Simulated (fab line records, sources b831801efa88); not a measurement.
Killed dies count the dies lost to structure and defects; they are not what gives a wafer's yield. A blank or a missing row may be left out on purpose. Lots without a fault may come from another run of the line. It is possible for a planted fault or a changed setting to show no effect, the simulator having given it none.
fab line records | flow sky130
record: lots: 11 wafers: 33 last_day: 50
route steps=708 shown NWELL@64 POLY_GATE@229 LDD_P@262 POLY_CUT@317
lots with no fault: from the same line, run without faults
start_h: hours from the record's opening day to when the first of the lot's shown wafers began | wait_h: hours from the lot's prior step to this one | " repeats the value in the row above | L1.1+2: a single row standing in for several wafers | - no value, or no start given | * or withheld: withheld | < > ~ a bound
route shown NAME@n: names a module that has steps shown in the file, with the first one's number in the route | usual: mean/standard deviation of fault-free wafers | same: alike in all rows | chamber/n: place in a boat | sites: readings site by site | _std_site: the values' standard deviation | _edge_site: the outer-site mean with the inner-site mean subtracted | radius_mm: for every site, how far away it sits from the centre of the wafer | mask NAME#n: copy n | behind: tool/chamber where the wafer was last shaped | hold: reason for holding the lot/hours on hold/outcome of the hold | device: transistor that didn't switch, given as n, p or np | end of line: at the end of the route, the tests of the same wafers | a step given without rows: its recipe and nothing more | killed: dies that structure and defects cost at the first sort, which is not the same as the wafer's yield | map: a wafer's dies, marking killed ones x, the rest . and places with no die _
set.NAME: the setting the step ran with; set.NAME@STEP: the setting that earlier step ran with | model.NAME: the simulator's own value behind a step, which no gauge read
the route's steps for a sample of lots (tables are steps, rows are wafers)
services: from which hour (start_h, from the record's first day; less than 0 if before it) a tool's chamber was out of use, for how many hours, and why
== steps ==
step: SKY_NWELL_IMPLANT_11
recipe: species: P energy_kev: 400 dose_cm2: 1.9e+13 tilt_deg: withheld
usual: dose_ions_cm2: 1.9003e+13/2.1e+10 faraday_current_uA: 107.2/2.2
columns lot.wafer tool chamber start_h wait_h dose_ions_cm2 faraday_current_uA
L379.2 implanter-02 0 84.95 0.0 1.898e+13 103.2
L379.4 " 0 " " 1.9032e+13 107.9
L379.6 " 0 " " 1.9015e+13 107.0
L380.2 implanter-04 0 89.95 0.0 1.9006e+13 108.4
L380.3 " 0 " " 1.8968e+13 104.8
L380.6 " 0 " " 1.9005e+13 106.9
L381.3 implanter-01 0 96.08 0.1 1.897e+13 106.2
L381.4 " 0 " " 1.9036e+13 106.5
L381.5 " 0 " " 1.8987e+13 110.7
L382.1 implanter-01 0 100.52 0.0 1.9004e+13 104.5
L382.3 " 0 " " 1.9007e+13 107.1
L382.4 " 0 " " 1.8981e+13 106.9
L386.3 implanter-01 0 127.12 0.1 1.8991e+13 107.6
L386.4 " 0 " " 1.9046e+13 107.9
L386.5 " 0 " " 1.9021e+13 106.9
L392.1 implanter-01 0 169.72 0.0 1.1762e+13 68.6
L392.3 " 0 " " 1.1707e+13 67.8
L392.5 " 0 " " 1.1725e+13 67.1
L395.1 implanter-01 0 199.62 0.0 1.1748e+13 65.7
L395.2 " 0 " " 1.1722e+13 66.4
L395.3 " 0 " " 1.1724e+13 64.8
L396.1 implanter-04 0 199.63 0.0 1.8961e+13 106.8
L396.5 " 0 " " 1.8975e+13 102.8
L396.6 " 0 " " 1.9002e+13 112.0
L398.1 implanter-02 0 208.97 0.0 1.9008e+13 106.3
L398.5 " 0 " " 1.9032e+13 102.0
L398.6 " 0 " " 1.8983e+13 107.6
L400.1 implanter-04 0 219.37 0.0 1.8998e+13 108.9
L400.3 " 0 " " 1.9045e+13 108.0
L400.4 " 0 " " 1.9e+13 106.1
L402.1 implanter-02 0 235.07 0.0 1.8999e+13 109.6
L402.3 " 0 " " 1.9032e+13 106.1
L402.6 " 0 " " 1.9004e+13 104.5
step: SKY_NWELL_TW_MEAS_15
usual: NWELL_TW: 1811/12
columns lot.wafer tool chamber start_h wait_h hold NWELL_TW
L379.2 film_metro-02 - 85.48 0.1 - 1817
L379.4 " - " " - 1799
L379.6 " - " " - 1803
L380.2 film_metro-02 - 90.49 0.1 - 1803
L380.3 " - " " - 1802
L380.6 " - " " - 1796
L381.3 film_metro-04 - 96.60 0.1 - 1804
L381.4 " - " " - 1799
L381.5 " - " " - 1805
L382.1 film_metro-04 - 101.07 0.1 - 1805
L382.3 " - " " - 1798
L382.4 " - " " - 1810
L386.3 film_metro-01 - 127.64 0.1 - 1825
L386.4 " - " " - 1822
L386.5 " - " " - 1828
L392.1 film_metro-02 - 170.27 0.1 await_dispo/0.2h/release 1548
L392.3 " - " " await_dispo/0.2h/release 1559
L392.5 " - " " await_dispo/0.2h/release 1559
L392.1 film_metro-02 - 170.56 0.3 - 1552
L392.3 " - " " - 1566
L392.5 " - " " - 1555
L395.1 film_metro-01 - 200.17 0.1 await_dispo/0.2h/release 1559
L395.2 " - " " await_dispo/0.2h/release 1559
L395.3 " - " " await_dispo/0.2h/release 1553
L395.1 film_metro-01 - 200.40 0.2 - 1555
L395.2 " - " " - 1563
L395.3 " - " " - 1564
L396.1 film_metro-04 - 200.18 0.1 - 1810
L396.5 " - " " - 1809
L396.6 " - " " - 1812
L398.1 film_metro-04 - 209.52 0.1 - 1812
L398.5 " - " " - 1808
L398.6 " - " " - 1795
L400.1 film_metro-02 - 219.92 0.1 - 1808
L400.3 " - " " - 1797
L400.4 " - " " - 1797
L402.1 film_metro-01 - 235.62 0.1 - 1821
L402.3 " - " " - 1828
L402.6 " - " " - 1826
step: SKY_NWELL_RS_MEAS_29
recipe: thk_meas_gauge: four-point-probe
usual: NWELL_RS: 624.6/1.9
columns lot.wafer tool chamber start_h wait_h hold NWELL_RS[ohm/sq]
L379.2 film_metro-04 - 103.46 0.1 - 621.2
L379.4 " - " " - 621.4
L379.6 " - " " - 622.9
L380.2 film_metro-02 - 108.24 0.1 - 624.4
L380.3 " - " " - 627.2
L380.6 " - " " - 626.3
L381.3 film_metro-01 - 114.08 0.1 - 624.8
L381.4 " - " " - 627.5
L381.5 " - " " - 625.9
L382.1 film_metro-01 - 118.52 0.1 - 624.9
L382.3 " - " " - 624.8
L382.4 " - " " - 625.8
L386.3 film_metro-02 - 145.68 0.1 - 626.2
L386.4 " - " " - 626.8
L386.5 " - " " - 628.1
L392.1 film_metro-02 - 190.24 0.1 await_dispo/0.2h/release 809.5
L392.3 " - " " await_dispo/0.2h/release 808.4
L392.5 " - " " await_dispo/0.2h/release 809.3
L392.1 film_metro-02 - 190.60 0.3 - 809.6
L392.3 " - " " - 807.9
L392.5 " - " " - 807.4
L395.1 film_metro-04 - 221.20 0.1 await_dispo/0.2h/release 809.6
L395.2 " - " " await_dispo/0.2h/release 810.3
L395.3 " - " " await_dispo/0.2h/release 810.4
L395.1 film_metro-04 - 221.56 0.3 - 811.1
L395.2 " - " " - 811.1
L395.3 " - " " - 812.2
L396.1 film_metro-02 - 221.84 0.1 - 624.1
L396.5 " - " " - 625.8
L396.6 " - " " - 624.6
L398.1 film_metro-01 - 232.07 0.1 - 624.0
L398.5 " - " " - 624.8
L398.6 " - " " - 624.1
L400.1 film_metro-04 - 242.57 0.1 - 621.6
L400.3 " - " " - 623.2
L400.4 " - " " - 625.8
L402.1 film_metro-01 - 259.49 0.1 - 624.2
L402.3 " - " " - 624.7
L402.6 " - " " - 624.6
step: SKY_POLY_GATE_ETCH_15
recipe: chemistry: N2/H2 target: BARC ion_energy_ev: 200 source_w: 500 bias_w: 100 pressure_mtorr: 30 n2_flow_sccm: 100 h2_flow_sccm: 200 stop_on: SiO2 time_s: 118.5 target_depth_a: 1100
usual: drypump_motor_current_A: 5.7/0.48 oes_product_au: 0.716/0.0051 throttle_valve_pct: 13.213/0.0086
same: time_s: 118.5
columns lot.wafer tool chamber start_h wait_h drypump_motor_current_A oes_product_au rf_hours_counter_h throttle_valve_pct
L379.2 rie_diel-01 1 354.24 0.0 5.2 0.719 12 13.215
L379.4 " 3 " " 5.7 0.712 34 13.214
L379.6 " 0 " " 5.7 0.722 - 13.212
L380.2 rie_diel-01 1 365.74 0.0 5.2 0.719 13 13.216
L380.3 " 3 " " 5.7 0.719 35 13.212
L380.6 " 0 " " 5.7 0.714 - 13.220
L381.3 rie_diel-02 3 371.19 0.0 5.6 0.709 6 13.212
L381.4 " 0 " " 6.4 0.712 42 13.217
L381.5 " 3 " " 5.6 0.713 - 13.232
L382.1 rie_diel-01 1 379.74 0.0 5.2 0.714 13 13.216
L382.3 " 0 " " 5.7 0.722 14 13.211
L382.4 " 2 " " 4.7 0.724 5 13.207
L386.3 rie_diel-02 3 428.64 0.0 5.6 0.717 7 13.221
L386.4 " 0 " " 6.4 0.713 43 13.216
L386.5 " 1 " " 6.3 0.707 - 13.219
L396.1 rie_diel-01 0 546.75 0.0 5.7 0.721 16 13.216
L396.5 " 1 " " 5.2 0.724 - 13.211
L396.6 " 0 " " 5.7 0.710 - 13.223
L398.1 rie_diel-01 3 560.74 0.0 5.7 0.711 38 13.235
L398.5 " 1 " " 5.2 0.716 - 13.215
L398.6 " 2 " " 4.7 0.725 - 13.202
L400.1 rie_diel-01 2 581.39 0.0 4.7 0.720 8 13.204
L400.3 " 0 " " 5.7 0.713 17 13.208
L400.4 " 3 " " 5.7 0.712 38 13.211
L402.1 rie_diel-04 1 584.65 0.0 6.0 0.716 37 13.215
L402.3 " 2 " " 5.3 0.706 4 13.225
L402.6 " 1 " " 6.0 0.714 - 13.219
step: SKY_LDD_P_CD_MEAS_07
recipe: target_cd_nm: 380
usual: cd_nm: 380.8/2.4
columns lot.wafer tool chamber start_h wait_h cd_nm
L379.2 cd_sem-02 - 416.49 0.1 378.6
L379.4 " - " " 381.9
L379.6 " - " " 380.3
L380.2 cd_sem-02 - 427.14 0.1 385.4
L380.3 " - " " 381.8
L380.6 " - " " 386.1
L381.3 cd_sem-01 - 433.56 0.1 377.5
L381.4 " - " " 382.0
L381.5 " - " " 377.9
L382.1 cd_sem-01 - 441.22 0.1 378.1
L382.3 " - " " 376.3
L382.4 " - " " 378.2
L386.3 cd_sem-02 - 493.51 0.1 382.8
L386.4 " - " " 382.1
L386.5 " - " " 384.2
L396.1 cd_sem-02 - 608.04 0.1 383.5
L396.5 " - " " 382.8
L396.6 " - " " 383.6
L398.1 cd_sem-02 - 621.79 0.1 376.8
L398.5 " - " " 376.8
L398.6 " - " " 376.0
L400.1 cd_sem-01 - 642.05 0.2 380.6
L400.3 " - " " 378.2
L400.4 " - " " 380.7
L402.1 cd_sem-01 - 645.39 0.2 385.6
L402.3 " - " " 384.6
L402.6 " - " " 384.1
step: SKY_POLY_CUT_ETCH_10
recipe: chemistry: N2/H2 target: BARC ion_energy_ev: 200 source_w: 500 bias_w: 100 pressure_mtorr: 30 n2_flow_sccm: 100 h2_flow_sccm: 200 stop_on: SiO2 time_s: 45.9 target_depth_a: 600
usual: drypump_motor_current_A: 5.6/0.49 oes_product_au: 0.854/0.0045 throttle_valve_pct: 13.225/0.0098
same: time_s: 45.9
columns lot.wafer tool chamber start_h wait_h drypump_motor_current_A oes_product_au rf_hours_counter_h throttle_valve_pct
L379.2 rie_diel-04 1 539.78 0.0 6.0 0.865 36 13.226
L379.4 " 0 " " 6.0 0.854 15 13.224
L379.6 " 2 " " 5.3 0.857 - 13.223
L380.2 rie_diel-01 3 552.18 0.0 5.7 0.848 38 13.235
L380.3 " 0 " " 5.7 0.849 17 13.220
L380.6 " 2 " " 4.7 0.856 - 13.234
L381.3 rie_diel-01 3 558.00 0.0 5.7 0.856 38 13.209
L381.4 " 3 " " 5.7 0.858 - 13.229
L381.5 " 1 " " 5.2 0.851 - 13.242
L382.1 rie_diel-01 3 577.50 0.0 5.7 0.858 38 13.213
L382.3 " 2 " " 4.7 0.850 8 13.232
L382.4 " 0 " " 5.8 0.858 17 13.241
L386.3 rie_diel-03 2 614.65 0.0 5.1 0.850 7 13.236
L386.4 " 3 " " 5.2 0.849 45 13.238
L386.5 " 2 " " 5.1 0.857 - 13.225
L396.1 rie_diel-03 1 724.18 0.0 6.5 0.856 8 13.233
L396.5 " 1 " " 6.4 0.858 - 13.223
L396.6 " 2 " " 5.1 0.856 - 13.220
L398.1 rie_diel-01 1 735.95 0.0 5.2 0.850 21 13.229
L398.5 " 0 " " 5.7 0.859 - 13.233
L398.6 " 3 " " 5.7 0.855 - 13.222
L400.1 rie_diel-03 0 752.35 0.0 6.4 0.852 4 13.234
L400.3 " 3 " " 5.2 0.850 0 13.219
L400.4 " 1 " " 6.5 0.858 9 13.219
L402.1 rie_diel-01 2 758.40 0.0 4.7 0.860 13 13.210
L402.3 " 1 " " 5.2 0.853 22 13.220
L402.6 " 3 " " 5.7 0.852 - 13.203
== services ==
columns tool chamber start_h hours kind
rie_diel-01 1 63.55 2.5 repair
implanter-01 - 88.83 2.4 repair
rie_diel-01 1 104.35 13.0 repair
implanter-01 - 187.90 3.5 repair
rie_diel-01 3 226.50 1.2 repair
rie_diel-01 - 248.01 2.8 pm
implanter-01 - 256.97 2.7 repair
rie_diel-01 3 284.55 8.1 repair
rie_diel-01 1 310.03 13.2 repair
rie_diel-01 - 345.29 4.0 pm
rie_diel-01 3 393.94 2.6 repair
implanter-01 - 397.77 1.1 repair
implanter-01 - 410.17 3.6 pm
rie_diel-01 1 421.69 3.9 repair
rie_diel-01 1 436.87 11.6 repair
rie_diel-01 - 455.29 14.7 repair
rie_diel-01 2 527.07 22.2 repair
implanter-01 - 532.52 1.5 repair
rie_diel-01 3 545.17 4.5 repair
rie_diel-01 2 554.23 4.6 repair
rie_diel-01 - 576.76 0.4 repair
rie_diel-01 3 594.73 2.4 repair
implanter-01 - 623.69 17.0 repair
rie_diel-01 0 692.06 2.7 repair
== key ==
first_sign: step: SKY_NWELL_IMPLANT_11 reading: dose_ions_cm2 direction: down sigmas: 99+ usual: * struck: *
effect: step: SKY_NWELL_IMPLANT_11 reading: faraday_current_uA direction: down sigmas: 18 usual: 107.2 struck: 66.7
effect: step: SKY_NWELL_TW_MEAS_15 reading: visit direction: added
effect: step: SKY_NWELL_TW_MEAS_15 reading: NWELL_TW direction: down sigmas: 22 usual: 1811 struck: 1556
effect: step: SKY_NWELL_RS_MEAS_29 reading: visit direction: added
effect: step: SKY_NWELL_RS_MEAS_29 reading: NWELL_RS direction: up sigmas: 98 usual: 624.6 struck: 809.6
met_at SKY_NWELL_IMPLANT_11
struck_lots L392,L395
scrapped_behind SKY_NWELL_RS_MEAS_29 L392.1,L392.3,L392.5,L395.1,L395.2,L395.3
not_acting_at SKY_POLY_GATE_ETCH_15,SKY_LDD_P_CD_MEAS_07,SKY_POLY_CUT_ETCH_10
onset_between 127.12 169.72
fault: kind: process_parameter_drift tool: implanter-01 chamber: - onset_h: 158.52 steps: SKY_NWELL_IMPLANT_11 channel: dose_cm2 offset: * shape: step end_h: 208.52 acts_in: * stated: *
